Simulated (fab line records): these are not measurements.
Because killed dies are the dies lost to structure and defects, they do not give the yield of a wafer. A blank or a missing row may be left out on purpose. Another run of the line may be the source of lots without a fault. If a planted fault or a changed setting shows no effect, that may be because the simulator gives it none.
Comparing a struck lot with a sound one -- flow gf180mcu -- 14 steps out of a route of 602
Sound: these wafers, L454.2, L454.5, L454.6. Struck: wafers L457.2, L457.3, L457.6. At the end, the cause is stated.
Each step with rows lists, per side, the tool, then ch with its chambers, then its first start. Under that, the readings that differ: sound wafers -- struck wafers -- difference of the means -- sigmas: that difference in standard deviations of wafers without a fault.
alike: readings whose means differ by less than 2 such deviations, and words and numbers that are the same on both sides. not compared: withheld readings, readings that some wafer has no value for, bounds like >300 that may hide the same value, and numbers for which the record gives no deviation and whose values overlap.
The two part at a step that has a row with sigmas, a row that says differs or no value, or rows on one side only. Numbers that don't overlap but have no deviation are shown without sigmas and don't part them. A reading missing from all wafers of one side parts the sides only when that side holds two or more wafers.

first, 4 steps without rows for these wafers: GF_VT_IMPLANT_SOFTBAKE_14 (time 60 s); GF_VT_IMPLANT_EXPOSE_15 (exposes mask Nwell LV AREA, target cd 860 nm); GF_VT_IMPLANT_PEB_16; GF_VT_IMPLANT_DEVELOP_17 (develop time 60 s).
GF_VT_IMPLANT_OVL_MEAS_18:
  sound on overlay-02, day 7 06:00; struck on overlay-01, day 8 04:46
  alike: VT_IMPLANT_01_OVL
following that, these wafers have no rows for 1 step: GF_VT_IMPLANT_IMPLANT_19.
GF_VT_IMPLANT_STRIP_20: strips in O2/N2.
  sound on plasma-asher-03 ch 0,1, day 7 06:11; struck on plasma-asher-03 ch 0,1, day 8 04:57
  alike: chamber-pressure-mTorr, drypump-motor-current-A, heater-power-w, oes-product-au, strip-time-to-endpoint-s
  not compared: rf-hours-counter-h
GF_VT_IMPLANT_TW_MEAS_21:
  sound on film-metro-04, day 7 06:17; struck on film-metro-04, day 8 05:04
  alike: VT_IMPLANT_2_TW
then, 4 steps without rows for these wafers: GF_VT_IMPLANT_DEHYDRATE_22 (time 60 s); GF_VT_IMPLANT_HMDS_23 (prime time 60 s); GF_VT_IMPLANT_COAT_24 (resist thk 1000 nm); GF_VT_IMPLANT_SOFTBAKE_25 (time 60 s).
GF_VT_IMPLANT_EXPOSE_26: exposes mask LVPWELL HV AREA, target cd 860 nm.
  struck on iline-stepper-02, day 8 13:21; sound on iline-stepper-02 ch 0, day 7 14:21
  no value came back on the struck wafers for exposure-dose-mJ-cm2, focus-offset-nm (nm); on the sound wafers exposure-dose-mJ-cm2 reads 140.13 139.87 139.95
reading,sound,struck,difference,sigmas
model.VT_IMPLANT.overlay-x-nm (nm),-0.5681 -0.5681 -0.5681,0.7097 0.7097 0.7097,+1.2778,
model.VT_IMPLANT.overlay-y-nm (nm),-0.5603 -0.5603 -0.5603,-0.7609 -0.7609 -0.7609,-0.2006,
  alike: mask
following that, these wafers have no rows for 1 step: GF_VT_IMPLANT_PEB_27.

## WHERE THEY PART
Within this record, at GF_VT_IMPLANT_EXPOSE_26 only.

WHY: what had been put in by the simulator
Entire step skipped (iline-stepper-02, GF_VT_IMPLANT_EXPOSE_26), from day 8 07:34 onward. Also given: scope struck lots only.
